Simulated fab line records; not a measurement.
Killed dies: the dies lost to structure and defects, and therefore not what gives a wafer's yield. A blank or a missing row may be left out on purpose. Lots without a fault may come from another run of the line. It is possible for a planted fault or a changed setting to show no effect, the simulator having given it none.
Which tool did it?	flow gf180mcu	11 lots, 33 wafers sampled, at 5 steps of a route of 602

WHAT THE GAUGES READ, wafer by wafer
GF_V5_THK_MEAS_03.
lot	measured	on	V5_CVD_02_THK (nm)
L611	day 26 14:26	film_metro-03	1418 1456 1458
L613	day 27 06:43	film_metro-01	1425 1423 1447
L614	day 27 10:27	film_metro-03	1439 1440 1478
L616	day 28 03:26	film_metro-01	1492 1465 1472
L619	day 29 01:03	film_metro-04	1410 1437 1443
L621	day 29 19:18	film_metro-01	1362 1381 1370 1363 1380 1370
L622	day 30 01:40	film_metro-04	1360 1387 1363 1360 1388 1364
L627	day 31 08:04	film_metro-04	1470 1509 1451
L630	day 32 02:34	film_metro-03	1471 1437 1483
L631	day 32 12:17	film_metro-01	1451 1420 1413
L634	day 32 22:26	film_metro-04	1453 1470 1464

WHICH TOOL RAN EACH LOT (tool, then ch and the chambers of the sampled wafers, then the start)
lot	GF_V4_SPUTTER_21	GF_M5_ETCH_09	GF_M5_STRIP_11	GF_V5_CVD_02
L611	pvd_sputter-03, day 24 17:15	rie_diel-01 ch 0,1, day 26 13:34	plasma_asher-01 ch 0,1, day 26 13:41	pecvd-02 ch 0,1,2, day 26 14:20
L613	pvd_sputter-01, day 25 10:09	rie_diel-01 ch 2,3, day 27 05:49	plasma_asher-02 ch 0,1, day 27 05:59	pecvd-04 ch 0,1, day 27 06:35
L614	pvd_sputter-01, day 25 14:16	rie_diel-02 ch 2,3, day 27 09:34	plasma_asher-03 ch 0,1, day 27 09:42	pecvd-02 ch 0,1,2, day 27 10:21
L616	pvd_sputter-03, day 26 07:33	rie_diel-04 ch 0,2,3, day 28 02:31	plasma_asher-03 ch 0,1, day 28 02:41	pecvd-02 ch 0,1,2, day 28 03:22
L619	pvd_sputter-03, day 27 06:26	rie_diel-04 ch 1,2,3, day 29 00:07	plasma_asher-02 ch 0,1, day 29 00:15	pecvd-04 ch 0, day 29 00:53
L621	pvd_sputter-03, day 28 02:15	rie_diel-04 ch 1,2,3, day 29 18:25	plasma_asher-03 ch 0,1, day 29 18:32	pecvd-04 ch 0,1,2, day 29 19:11
L622	pvd_sputter-03, day 28 08:12	rie_diel-01 ch 2,3, day 30 00:46	plasma_asher-02 ch 0,1, day 30 00:56	pecvd-04 ch 0,1, day 30 01:32
L627	pvd_sputter-01, day 29 17:23	rie_diel-01 ch 0,2,3, day 31 07:04	plasma_asher-02 ch 0,1, day 31 07:18	pecvd-01 ch 0,1, day 31 07:56
L630	pvd_sputter-03, day 30 13:26	rie_diel-02 ch 0,2,3, day 32 01:32	plasma_asher-02 ch 0,1, day 32 01:49	pecvd-01 ch 0,1,2, day 32 02:29
L631	pvd_sputter-02, day 30 23:11	rie_diel-04 ch 1,2,3, day 32 11:17	plasma_asher-01 ch 0,1, day 32 11:32	pecvd-01 ch 0,1,2, day 32 12:10
L634	pvd_sputter-02, day 31 09:24	rie_diel-01 ch 1,2, day 32 21:32	plasma_asher-03 ch 0,1, day 32 21:40	pecvd-02 ch 1,2, day 32 22:19
- GF_V4_SPUTTER_21: material Ti, target thk 15 nm, time 80.02 s.
- GF_M5_ETCH_09: etches Si3N4 in CF4/O2, target depth 52 nm, time 11.6 s.
- GF_M5_STRIP_11: strips in O2/N2.
- GF_V5_CVD_02: deposits SiO2 from TEOS, target thk 1450 nm, time 163.28 s.

WHAT THE TOOLS THEMSELVES READ (means of the sampled wafers that have a number; where no wafer has one, the mark that the record gives instead)
GF_V4_SPUTTER_21.
lot	tool	cathode_dc_power_W (W)	chamber_pressure_pa (Pa)	throttle_valve_pct (%)
L611	pvd_sputter-03	2500.2	4.999	29.9
L613	pvd_sputter-01	2500.3	4.996	30.2
L614	pvd_sputter-01	2499.8	5.005	30.5
L616	pvd_sputter-03	2500.1	5.003	29.7
L619	pvd_sputter-03	2500.3	5.009	30.6
L621	pvd_sputter-03	2499.9	4.992	30.7
L622	pvd_sputter-03	2500.0	5.003	30.9
L627	pvd_sputter-01	2500.2	4.992	30.5
L630	pvd_sputter-03	2500.0	4.995	29.9
L631	pvd_sputter-02	2500.2	4.997	29.2
L634	pvd_sputter-02	2500.0	5.003	29.4

GF_M5_ETCH_09.
lot	tool	drypump_motor_current_A (A)	oes_product_au (a.u.)	throttle_valve_pct (%)
L611	rie_diel-01	6.3	1.007	5.975
L613	rie_diel-01	5.6	0.998	5.978
L614	rie_diel-02	5.4	0.992	5.966
L616	rie_diel-04	5.8	0.995	5.963
L619	rie_diel-04	5.6	1.001	5.964
L621	rie_diel-04	5.6	1.001	5.975
L622	rie_diel-01	5.6	0.997	5.966
L627	rie_diel-01	5.9	1.005	5.972
L630	rie_diel-02	5.5	1.005	5.963
L631	rie_diel-04	5.6	0.994	5.976
L634	rie_diel-01	5.8	0.994	5.969

GF_M5_STRIP_11.
lot	tool	drypump_motor_current_A (A)	heater_power_w (W)	oes_product_au (a.u.)	strip_time_to_endpoint_s (s)
L611	plasma_asher-01	5.4	342	0.545	7.52
L613	plasma_asher-02	6.3	304	0.540	7.52
L614	plasma_asher-03	5.7	343	0.545	7.52
L616	plasma_asher-03	5.7	335	0.543	7.52
L619	plasma_asher-02	6.2	302	0.544	7.57
L621	plasma_asher-03	5.7	347	0.545	7.57
L622	plasma_asher-02	6.2	299	0.548	7.61
L627	plasma_asher-02	6.3	304	0.540	7.48
L630	plasma_asher-02	6.2	306	0.546	7.55
L631	plasma_asher-01	5.5	342	0.539	7.53
L634	plasma_asher-03	5.7	340	0.545	7.52

GF_V5_CVD_02.
lot	tool	heater_power_w (W)	rf_fwd_power_W (W)
L611	pecvd-02	683	596.3
L613	pecvd-04	608	597.7
L614	pecvd-02	655	598.7
L616	pecvd-02	636	596.8
L619	pecvd-04	718	601.0
L621	pecvd-04	686	500.6
L622	pecvd-04	666	501.8
L627	pecvd-01	593	599.1
L630	pecvd-01	589	598.9
L631	pecvd-01	651	598.9
L634	pecvd-02	692	597.2

THE ANSWER, worked out from the rows above alone
Rule: the usual values come from the lots themselves. Put in order of their means at a reading, lots are off if they are a third of the lots or fewer, leave a main group of 4 or more, and stand apart from it by a gap of 3 or more times the standard deviation of the main group's means; of several such gaps the widest counts. The tables above print the reading to a certain number of digits; a main group whose means all agree to those digits is not used. A lot without any number at a reading at which 4 lots or more have one is off too. The other lots that the step has rows for count as sound. Order of review: gauges by route order, followed by the tools' own readings, for which a lot's mean as printed above is used. At the first step where some lot is off, the reading lying furthest off is the one used; lots without a number count as furthest.
Off: L621, L622, at GF_V5_THK_MEAS_03 (V5_CVD_02_THK). Main group: mean 1452 nm, sd 18.
If a tool, at a process step before that reading, ran all the lots that are off and no sound lot after the first of them, it fits. Not tried: the gauges at GF_V5_THK_MEAS_03; whatever is off there is also off at GF_V5_CVD_02, on other tools, and gauge error can't account for it. One candidate fits, namely pecvd-04 at GF_V5_CVD_02. Its last sound lot is L619 (day 29 00:53), its first lot that is off L621 (day 29 19:11): a fault that began between those two fits.
The tool's own readings at GF_V5_CVD_02 bear it out: on the lots that are off they differ by more than 5 times the standard deviation of the sound lots' means. rf_fwd_power_W reads 501.2 W there against 598.3 W on the sound lots.

WHAT HAD BEEN PUT IN BY THE SIMULATOR
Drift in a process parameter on pecvd-04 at GF_V5_CVD_02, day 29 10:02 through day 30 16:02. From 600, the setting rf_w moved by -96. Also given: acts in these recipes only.
Lots struck among those shown: L621, L622. The rule above reached the same finding.
